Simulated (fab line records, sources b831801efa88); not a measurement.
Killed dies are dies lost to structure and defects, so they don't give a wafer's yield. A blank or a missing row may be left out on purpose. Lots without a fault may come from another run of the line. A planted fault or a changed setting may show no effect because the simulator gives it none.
fab line records | flow sky130
record lots=15 wafers=45 last_day=50
route steps=708 shown CAPM@537 VIA3@587 CAP2M@604
lots that met no fault: from a run of the same line without faults
start_h: hours from the record's first day to the start of the lot's first wafer shown | wait_h: hours since the lot's step before | " the same as in the row above | L1.1+2: a row that stands for several wafers | - no value, or no start given | * or withheld: withheld | < > ~ a bound
route shown NAME@n: a module of which the file shows steps, and the number in the route of the first | usual: mean/standard deviation of fault-free wafers | same: alike in all rows | chamber/n: place in a boat | sites: the reading at each site | _std_site: their standard deviation | _edge_site: outer sites' mean less inner sites' | radius_mm: how far each site lies from the wafer's centre | mask NAME#n: copy n | behind: the tool/chamber that last shaped the wafer | hold: why the lot was held/for how many hours/how that ended | device: the transistor (n, p or np) that didn't switch | end of line: the same wafers' tests at the end of the route | a step without rows: its recipe alone | killed: dies lost to structure and defects at the first sort, not the wafer's yield | map: a wafer's dies, x killed, . not, _ none there
set.NAME: the setting as run; set.NAME@STEP: as run at that earlier step | model.NAME: the simulator's own value behind a step, which no gauge read
steps of the route over a sample of lots; a table a step, a row a wafer
services: from which hour (start_h, from the record's first day; less than 0 if before it) a tool's chamber was out of use, for how many hours, and why
## steps
# step SKY_CAPM_CVD_00
# recipe material=SiO2 target_thk_nm=15.5 temp_c=400 time_s=withheld rf_w=450
# usual heater_power_outer_w=428/78 heater_power_w=700/120 rf_fwd_power_W=442.1/2.4
# columns lot.wafer tool chamber start_h wait_h heater_power_outer_w heater_power_w rf_fwd_power_W
L261.1 pecvd-02 2 841.87 0.0 421 683 441.0
L261.2 " 1 " " 330 531 441.4
L261.5 " 0 " " 492 779 443.1
L263.1 pecvd-01 2 866.74 0.0 392 579 443.1
L263.2 " 1 " " 446 711 443.6
L263.4 " 1 " " 448 727 442.4
L264.3 pecvd-02 1 870.15 0.0 356 579 437.4
L264.5 " 0 " " 427 724 441.9
L264.6 " 2 " " 433 732 440.7
L266.2 pecvd-01 1 881.92 0.0 434 680 442.1
L266.4 " 1 " " 434 680 442.9
L266.5 " 2 " " 327 524 443.4
L265.1 pecvd-02 0 894.97 0.0 446 712 442.9
L265.3 " 2 " " 394 683 440.0
L265.4 " 0 " " 433 727 442.7
L267.2 pecvd-02 0 907.34 0.0 507 820 445.3
L267.4 " 2 " " 400 661 440.4
L267.5 " 1 " " 328 548 438.7
L271.3 pecvd-03 2 941.44 0.0 368 664 442.6
L271.4 " 2 " " 383 645 444.7
L271.6 " 1 " " 457 752 446.0
L272.1 pecvd-02 0 942.81 0.0 483 807 442.8
L272.5 " 1 " " 329 552 441.0
L272.6 " 2 " " 342 614 438.3
L274.1 pecvd-02 0 951.83 0.0 516 826 442.2
L274.2 " 1 " " 352 581 438.8
L274.6 " 2 " " 373 656 440.6
L276.1 pecvd-03 2 954.55 0.0 343 608 443.7
L276.4 " 2 " " 335 615 442.6
L276.5 " 0 " " 569 906 440.3
L277.1 pecvd-02 1 969.09 0.0 286 486 439.8
L277.2 " 2 " " 425 708 442.6
L277.3 " 0 " " 448 756 445.8
L278.1 pecvd-03 2 974.92 0.0 368 641 444.5
L278.2 " 0 " " 498 810 442.0
L278.4 " 0 " " 497 821 440.7
L279.1 pecvd-02 1 978.73 0.0 357 592 437.8
L279.2 " 2 " " 436 727 440.6
L279.5 " 2 " " 423 716 440.8
L282.2 pecvd-03 0 993.30 0.0 532 847 440.0
L282.3 " 2 " " 351 607 441.7
L282.6 " 2 " " 345 598 445.3
L283.1 pecvd-02 0 1000.09 0.0 472 783 443.5
L283.3 " 0 " " 483 772 445.5
L283.5 " 0 " " 482 787 443.2
# step SKY_CAPM_THK_MEAS_01
# recipe reads=SiO2_of_CAPM_CVD_00
# usual CAPM_CVD_00_THK=15.5/0.3
# columns lot.wafer tool chamber start_h wait_h CAPM_CVD_00_THK[nm]
L261.1 film_metro-03 - 841.89 - 15.4
L261.2 " - " " 15.1
L261.5 " - " " 15.9
L263.1 film_metro-01 - 866.77 - 15.8
L263.2 " - " " 15.5
L263.4 " - " " 15.9
L264.3 film_metro-03 - 870.19 - 15.4
L264.5 " - " " 15.3
L264.6 " - " " 15.4
L266.2 film_metro-01 - 881.96 - 15.2
L266.4 " - " " 15.8
L266.5 " - " " 15.8
L265.1 film_metro-04 - 894.99 - 15.1
L265.3 " - " " 15.1
L265.4 " - " " 15.4
L267.2 film_metro-01 - 907.37 - 15.6
L267.4 " - " " 15.6
L267.5 " - " " 15.9
L271.3 film_metro-03 - 941.48 - 15.1
L271.4 " - " " 15.3
L271.6 " - " " 15.7
L272.1 film_metro-03 - 942.83 - 15.2
L272.5 " - " " 15.5
L272.6 " - " " 15.4
L274.1 film_metro-01 - 951.85 - 15.2
L274.2 " - " " 15.1
L274.6 " - " " 15.5
L276.1 film_metro-03 - 954.57 - 14.7
L276.4 " - " " 15.0
L276.5 " - " " 15.4
L277.1 film_metro-03 - 969.11 - 15.2
L277.2 " - " " 15.2
L277.3 " - " " 15.4
L278.1 film_metro-01 - 974.94 - 15.0
L278.2 " - " " 15.5
L278.4 " - " " 15.6
L279.1 film_metro-03 - 978.75 - 15.1
L279.2 " - " " 15.3
L279.5 " - " " 15.4
L282.2 film_metro-01 - 993.33 - 15.5
L282.3 " - " " 14.9
L282.6 " - " " 15.2
L283.1 film_metro-03 - 1000.12 - 15.6
L283.3 " - " " 15.7
L283.5 " - " " 15.9
# step SKY_VIA3_ETCH_14
# recipe chemistry=N2/H2 target=BARC ion_energy_ev=200 source_w=500 bias_w=100 pressure_mtorr=30 n2_flow_sccm=100 h2_flow_sccm=200 stop_on=SiO2 time_s=45.9 target_depth_a=600
# usual drypump_motor_current_A=6.0/0.46 oes_product_au=0.855/0.0052 rf_fwd_power_W=494.9/1.9 throttle_valve_pct=13.226/0.0088
# columns lot.wafer tool chamber start_h wait_h drypump_motor_current_A oes_product_au rf_fwd_power_W rf_hours_counter_h throttle_valve_pct
L261.1 rie_diel-03 0 921.37 0.0 5.8 0.850 498.5 17 13.209
L261.2 " 3 " " 6.3 0.857 495.4 19 13.225
L261.5 " 3 " " 6.4 0.851 493.1 - 13.224
L263.1 rie_diel-03 2 944.94 0.0 6.3 0.855 496.0 16 13.225
L263.2 " 1 " " 6.3 0.859 494.7 28 13.211
L263.4 " 0 " " 5.9 0.854 496.2 18 13.245
L264.3 rie_diel-03 1 947.57 0.0 6.2 0.855 495.9 28 13.226
L264.5 " 2 " " 6.3 0.846 498.0 - 13.223
L264.6 " 3 " " 6.3 0.856 493.9 - 13.234
L266.2 rie_diel-01 0 957.77 0.0 5.2 0.856 493.8 18 13.228
L266.4 " 2 " " 5.6 0.857 495.3 - 13.222
L266.5 " 0 " " 5.3 0.856 495.2 - 13.233
L265.1 rie_diel-04 0 969.74 0.0 5.6 0.855 493.8 5 13.216
L265.3 " 3 " " 6.6 0.861 491.4 6 13.214
L265.4 " 1 " " 5.6 0.856 496.2 19 13.224
L267.2 rie_diel-01 0 981.57 0.0 5.2 0.854 495.8 19 13.245
L267.4 " 2 " " 5.6 0.846 497.2 14 13.226
L267.5 " 0 " " 5.2 0.855 496.6 - 13.222
L271.3 rie_diel-03 2 1014.14 0.0 6.3 0.859 494.1 18 13.224
L271.4 " 2 " " 6.3 0.854 496.4 - 13.226
L271.6 " 3 " " 6.3 0.864 494.7 - 13.225
L272.1 rie_diel-04 0 1016.22 0.0 5.6 0.856 495.1 7 13.225
L272.5 " 3 " " 6.5 0.852 492.5 - 13.225
L272.6 " 2 " " 6.3 0.857 492.2 - 13.236
L274.1 rie_diel-03 3 1023.99 0.0 6.3 0.814 493.1 22 13.219
L274.2 " 0 " " 5.9 0.853 492.7 20 13.229
L274.6 " 3 " " 6.3 0.809 494.7 - 13.226
L276.1 rie_diel-03 2 1026.22 0.0 6.3 0.804 497.5 19 13.223
L276.4 " 0 " " 5.8 0.853 495.6 20 13.235
L276.5 " 3 " " 6.3 0.864 493.0 - 13.222
L277.1 rie_diel-03 3 1041.64 0.0 6.4 0.808 493.5 23 13.224
L277.2 " 2 " " 6.3 0.856 495.7 19 13.231
L277.3 " 1 " " 6.2 0.806 496.0 2 13.221
L278.1 rie_diel-01 2 1046.64 0.0 5.6 0.849 495.1 16 13.216
L278.2 " 3 " " 6.7 0.857 494.5 20 13.217
L278.4 " 0 " " 5.2 0.856 490.9 21 13.238
L279.1 rie_diel-01 2 1050.07 0.0 5.6 0.856 497.1 16 13.227
L279.2 " 0 " " 5.2 0.851 493.8 21 13.209
L279.5 " 2 " " 5.6 0.853 497.5 - 13.225
L282.2 rie_diel-01 3 1062.77 0.0 6.7 0.847 495.9 21 13.219
L282.3 " 1 " " 5.4 0.863 497.9 24 13.220
L282.6 " 1 " " 5.4 0.855 495.9 - 13.231
L283.1 rie_diel-01 3 1069.67 0.0 6.6 0.851 493.2 21 13.244
L283.3 " 2 " " 5.7 0.850 496.4 17 13.225
L283.5 " 2 " " 5.7 0.849 497.0 - 13.232
# step SKY_VIA3_ETCH_15
# recipe target=SiO2 chemistry=C4F8/O2/Ar target_depth_nm=507 stop_on=TiN mask_material=KrF-thick source_w=1500 bias_w=1200 pressure_mtorr=40 c4f8_flow_sccm=withheld O2_flow_sccm=6 Ar_flow_sccm=300 time_s=78
# usual oes_product_au=0.946/0.0052 rf_fwd_power_W=1490/5.3
# columns lot.wafer tool chamber start_h wait_h oes_product_au rf_fwd_power_W rf_hours_counter_h
L261.1 rie_diel-03 0 921.41 0.0 0.945 1482 17
L261.2 " 3 " " 0.932 1484 19
L261.5 " 3 " " 0.955 1487 -
L263.1 rie_diel-03 2 944.98 0.0 0.937 1496 16
L263.2 " 1 " " 0.948 1493 28
L263.4 " 0 " " 0.945 1496 18
L264.3 rie_diel-03 1 947.61 0.0 0.944 1491 29
L264.5 " 2 " " 0.944 1493 -
L264.6 " 3 " " 0.950 1479 -
L266.2 rie_diel-01 0 957.81 0.0 0.942 1489 18
L266.4 " 2 " " 0.943 1497 -
L266.5 " 0 " " 0.943 1488 -
L265.1 rie_diel-04 0 969.78 0.0 0.952 1491 5
L265.3 " 3 " " 0.959 1493 6
L265.4 " 1 " " 0.946 1490 19
L267.2 rie_diel-01 0 981.61 0.0 0.948 1491 19
L267.4 " 2 " " 0.941 1500 14
L267.5 " 0 " " 0.939 1498 -
L271.3 rie_diel-03 2 1014.18 0.0 0.952 1497 18
L271.4 " 2 " " 0.937 1499 -
L271.6 " 3 " " 0.945 1483 -
L272.1 rie_diel-04 0 1016.26 0.0 0.946 1485 7
L272.5 " 3 " " 0.937 1480 -
L272.6 " 2 " " 0.949 1483 -
L274.1 rie_diel-03 3 1024.03 0.0 0.379 1490 22
L274.2 " 0 " " 0.940 1493 20
L274.6 " 3 " " 0.375 1487 -
L276.1 rie_diel-03 2 1026.26 0.0 0.375 1495 19
L276.4 " 0 " " 0.949 1484 20
L276.5 " 3 " " 0.956 1482 -
L277.1 rie_diel-03 3 1041.69 0.0 0.370 1490 23
L277.2 " 2 " " 0.939 1492 19
L277.3 " 1 " " 0.378 1489 2
L278.1 rie_diel-01 2 1046.68 0.0 0.944 1497 16
L278.2 " 3 " " 0.939 1488 20
L278.4 " 0 " " 0.945 1483 21
L279.1 rie_diel-01 2 1050.11 0.0 0.940 1492 16
L279.2 " 0 " " 0.942 1486 21
L279.5 " 2 " " 0.947 1500 -
L282.2 rie_diel-01 3 1062.81 0.0 0.949 1491 21
L282.3 " 1 " " 0.947 1492 24
L282.6 " 1 " " 0.945 1487 -
L283.1 rie_diel-01 3 1069.71 0.0 0.946 1493 21
L283.3 " 2 " " 0.945 1487 17
L283.5 " 2 " " 0.941 1489 -
# step SKY_VIA3_STRIP_16
# recipe chemistry=O2/N2 power_w=1400 pressure_mtorr=1500 platen_temp_c=withheld o2_flow_sccm=3000 n2_flow_sccm=300 overash_fraction=0.5
# usual drypump_motor_current_A=5.8/0.34 oes_product_au=0.402/0.0048 strip_time_to_endpoint_s=4.125/0.027
# columns lot.wafer tool chamber start_h wait_h drypump_motor_current_A oes_product_au rf_hours_counter_h strip_time_to_endpoint_s
L261.1 plasma_asher-02 1 921.47 0.0 5.4 0.406 49 4.149
L261.2 " 0 " " 6.3 0.408 49 4.115
L261.5 " 0 " " 6.2 0.401 - 4.116
L263.1 plasma_asher-02 0 945.04 0.0 6.2 0.402 51 4.092
L263.2 " 1 " " 5.4 0.403 51 4.117
L263.4 " 0 " " 6.2 0.405 - 4.156
L264.3 plasma_asher-01 0 947.71 0.1 5.7 0.401 - 4.163
L264.5 " 0 " " 5.7 0.399 - 4.131
L264.6 " 1 " " 6.2 0.407 - 4.109
L266.2 plasma_asher-01 0 957.87 0.0 5.7 0.404 21 4.126
L266.4 " 1 " " 6.2 0.399 - 4.129
L266.5 " 0 " " 5.7 0.410 - 4.157
L265.1 plasma_asher-02 0 969.84 0.0 6.2 0.391 53 4.110
L265.3 " 1 " " 5.4 0.407 - 4.166
L265.4 " 0 " " 6.1 0.398 - 4.117
L267.2 plasma_asher-02 0 981.67 0.0 6.2 0.405 55 4.157
L267.4 " 0 " " 6.2 0.413 - 4.129
L267.5 " 0 " " 6.2 0.401 - 4.146
L271.3 plasma_asher-02 0 1014.28 0.1 6.2 0.401 - 4.147
L271.4 " 1 " " 5.4 0.399 - 4.146
L271.6 " 1 " " 5.4 0.403 - 4.139
L272.1 plasma_asher-01 1 1016.32 0.0 6.1 0.405 26 4.091
L272.5 " 0 " " 5.7 0.409 - 4.127
L272.6 " 1 " " 6.1 0.397 - 4.139
L274.1 plasma_asher-01 1 1024.09 0.0 6.2 0.404 28 4.257
L274.2 " 0 " " 5.7 0.406 28 4.186
L274.6 " 0 " " 5.7 0.406 - 4.244
L276.1 plasma_asher-02 0 1026.32 0.0 6.3 0.410 59 4.275
L276.4 " 1 " " 5.4 0.401 - 4.173
L276.5 " 0 " " 6.2 0.395 - 4.096
L277.1 plasma_asher-02 1 1041.75 0.0 5.4 0.403 61 4.287
L277.2 " 0 " " 6.2 0.403 61 4.156
L277.3 " 0 " " 6.2 0.411 - 4.283
L278.1 plasma_asher-02 1 1046.74 0.0 5.4 0.404 61 4.142
L278.2 " 0 " " 6.2 0.409 61 4.155
L278.4 " 0 " " 6.2 0.399 - 4.124
L279.1 plasma_asher-01 0 1050.17 0.0 5.7 0.409 30 4.138
L279.2 " 1 " " 6.2 0.402 30 4.129
L279.5 " 0 " " 5.7 0.404 - 4.134
L282.2 plasma_asher-04 1 1062.87 0.0 5.3 0.403 92 4.170
L282.3 " 1 " " 5.3 0.403 - 4.088
L282.6 " 0 " " 5.8 0.403 - 4.088
L283.1 plasma_asher-04 1 1069.77 0.0 5.3 0.404 93 4.154
L283.3 " 1 " " 5.3 0.401 - 4.127
L283.5 " 1 " " 5.3 0.405 - 4.155
# step SKY_CAP2M_THK_MEAS_01
# recipe reads=SiO2_of_CAP2M_CVD_00
# usual CAP2M_CVD_00_THK=15.51/0.23
# columns lot.wafer tool chamber start_h wait_h CAP2M_CVD_00_THK[nm]
L261.1 film_metro-03 - 923.60 - 15.22
L261.2 " - " " 15.53
L261.5 " - " " 15.59
L263.1 film_metro-01 - 946.47 - 15.59
L263.2 " - " " 15.55
L263.4 " - " " 15.76
L264.3 film_metro-03 - 949.16 - 15.25
L264.5 " - " " 15.48
L264.6 " - " " 15.72
L266.2 film_metro-03 - 959.31 - 15.48
L266.4 " - " " 15.45
L266.5 " - " " 15.22
L265.1 film_metro-01 - 971.28 - 15.19
L265.3 " - " " 15.84
L265.4 " - " " 15.68
L267.2 film_metro-01 - 983.11 - 15.32
L267.4 " - " " 15.96
L267.5 " - " " 15.62
L271.3 film_metro-01 - 1015.70 - 15.28
L271.4 " - " " 15.45
L271.6 " - " " 15.52
L272.1 film_metro-01 - 1017.79 - 15.43
L272.5 " - " " 15.70
L272.6 " - " " 15.60
L274.2 film_metro-02 - 1026.38 - 15.56
L276.4 film_metro-03 - 1027.82 - 15.36
L276.5 " - " " 15.26
L277.2 film_metro-02 - 1043.28 - 15.37
L278.1 film_metro-02 - 1048.18 - 15.71
L278.2 " - " " 15.62
L278.4 " - " " 16.06
L279.1 film_metro-03 - 1051.75 - 15.60
L279.2 " - " " 15.24
L279.5 " - " " 15.49
L282.2 film_metro-01 - 1064.79 - 15.17
L282.3 " - " " 15.39
L282.6 " - " " 15.48
L283.1 film_metro-01 - 1071.28 - 15.35
L283.3 " - " " 15.27
L283.5 " - " " 15.57
## services
# columns tool chamber start_h hours kind
rie_diel-01 0 818.92 8.0 repair
plasma_asher-01 - 838.92 3.3 repair
rie_diel-03 1 852.17 34.2 repair
rie_diel-04 0 866.89 2.3 repair
rie_diel-04 0 870.98 1.5 repair
rie_diel-03 2 873.53 7.4 repair
rie_diel-04 1 890.73 2.5 repair
pecvd-02 - 891.15 2.8 repair
pecvd-03 1 896.82 7.6 repair
rie_diel-04 0 900.77 12.4 repair
rie_diel-03 2 911.60 10.3 repair
pecvd-02 - 921.12 1.7 repair
rie_diel-01 3 945.74 12.3 repair
rie_diel-04 - 949.80 2.8 pm
pecvd-03 0 955.68 3.6 repair
rie_diel-03 0 961.50 7.7 repair
rie_diel-01 2 965.29 5.4 repair
rie_diel-03 0 1008.67 14.2 repair
plasma_asher-01 - 1009.62 2.8 pm
pecvd-02 0 1020.76 15.2 repair
rie_diel-04 - 1041.67 0.4 repair
rie_diel-03 - 1061.22 14.6 pm
rie_diel-04 3 1064.17 2.6 repair
plasma_asher-01 - 1069.00 4.1 repair
## key
first_sign step=SKY_VIA3_ETCH_14 reading=oes_product_au direction=down sigmas=8.9 usual=0.855 struck=0.808
effect step=SKY_VIA3_ETCH_15 reading=oes_product_au direction=down sigmas=99+ usual=0.946 struck=0.375
effect step=SKY_VIA3_STRIP_16 reading=strip_time_to_endpoint_s direction=up sigmas=5.3 usual=* struck=*
met_at SKY_VIA3_ETCH_14
struck_lots L274,L276,L277
struck_wafers L274.1,L274.6,L276.1,L277.1,L277.3
later_rows_left_out L274.1,L274.6,L276.1,L277.1,L277.3
sort_left_out L274.1,L274.6,L276.1,L277.1,L277.3
not_acting_at SKY_CAPM_CVD_00,SKY_CAPM_THK_MEAS_01,SKY_CAP2M_THK_MEAS_01
onset_between 1014.14 1023.99
fault kind=process_parameter_drift tool=rie_diel-03 chamber=- onset_h=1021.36 steps=SKY_VIA3_ETCH_14 channel=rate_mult offset=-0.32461 shape=step end_h=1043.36 scope=struck_wafers_only
# sort_left_out: the simulated sort isn't trusted on such a fault, so these wafers' sort isn't shown, and their yield isn't known
# later_rows_left_out: the simulator's readings of these wafers behind a module that went badly wrong aren't trusted and aren't shown, but for the sort
